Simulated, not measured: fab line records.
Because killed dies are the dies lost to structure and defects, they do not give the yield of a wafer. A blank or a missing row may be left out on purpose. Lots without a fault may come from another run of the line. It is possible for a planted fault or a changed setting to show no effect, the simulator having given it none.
Struck lot and sound lot, side by side :: flow gf180mcu :: 16 out of 602 route steps
Sound: the wafers L912.1, L912.2, L912.4. Struck: wafers L924.1, L924.4, L924.6. At the end, the cause is stated.
Order at every step that has rows: each side's tool, ch and its chambers, its first start. Under that, the readings that differ: sound wafers :: struck wafers :: difference of the means :: sigmas: that difference in standard deviations of wafers without a fault.
alike: readings with means less than 2 such deviations apart, plus words and numbers identical on both sides. not compared: withheld readings, readings lacking a value on some wafer, bounds such as >300 that could conceal the same value, and numbers that have no deviation in the record and whose values overlap.
Wherever a step has rows on one side only, a row that says differs or no value, or a row with sigmas, the two part there. Numbers that don't overlap but have no deviation are shown without sigmas and don't part them. A reading that every wafer of one side lacks parts them only if that side has two wafers or more.

GF_V5_CMP_04: polishes SiO2.
  sound on cmp-01 ch 0,1,3, day 27 01:28; struck on cmp-01 ch 0,1, day 30 22:31
  alike: head pressure psi, motor current A
GF_V5_BOW_MEAS_05:
  struck on film metro-02, day 30 22:49; sound on film metro-02, day 27 01:46
reading: V5_BOW (um)
sound: 141 133 140
struck: 116 115 109
difference: -25
sigmas: -2
then, 8 steps without rows for these wafers: GF_V5_DEHYDRATE_06 (time 60 s); GF_V5_HMDS_07 (prime time 60 s); GF_V5_COAT_08; GF_V5_COAT_09 (resist thk 1000 nm); GF_V5_SOFTBAKE_10 (time 60 s); GF_V5_EXPOSE_11 (exposes mask Via5, target cd 260 nm); GF_V5_PEB_12 (peb time 90 s); GF_V5_DEVELOP_13 (develop time 60 s).
GF_V5_CD_MEAS_14: target cd 260 nm.
  struck on cd sem-02, day 31 16:19; sound on cd sem-02, day 27 22:13
  alike: cd nm
GF_V5_OVL_MEAS_15:
  struck on overlay-01, day 31 16:26; sound on overlay-01, day 27 22:20
  alike: V5_OVL
GF_V5_ETCH_16: etches BARC in N2/H2.
  sound on rie diel-01 ch 1,2,3, day 27 22:22; struck on rie diel-04 ch 0,2, day 31 16:28
reading: rf fwd power W (W)
sound: 494.4 499.2 496.3
struck: 693.6 697.0 696.3
difference: +199.0
sigmas: +99 or more
  alike: drypump motor current A, oes product au, throttle valve pct
  not compared: model.V5.cd nm
GF_V5_ETCH_17: etches SiO2 in C4F8/O2/Ar, stops on TiN, target depth 855 nm.
  sound: rie diel-01 ch 1,2,3; struck: rie diel-04 ch 0,2
reading: model.V5.cd nm (nm)
sound: 261.1 262.1 261.5
struck: 264.2 262.3 262.5
difference: +1.4
sigmas: 
  alike: oes product au, rf fwd power W
GF_V5_STRIP_18: strips in O2/N2.
  sound on plasma asher-03 ch 0,1, day 27 22:32; struck on plasma asher-01 ch 0,1, day 31 16:38
  alike: drypump motor current A, heater power w, oes product au
  not compared: rf hours counter h
following that, these wafers have no rows for 1 step: GF_PASSIVATION_PROBE_99.

== WHERE THEY PART ==
At GF_V5_BOW_MEAS_05 first; at GF_V5_ETCH_16 last (within this record only). Later steps at which nothing parts them and some readings are alike: GF_V5_ETCH_17, GF_V5_STRIP_18.

WHY: what the simulator had put in
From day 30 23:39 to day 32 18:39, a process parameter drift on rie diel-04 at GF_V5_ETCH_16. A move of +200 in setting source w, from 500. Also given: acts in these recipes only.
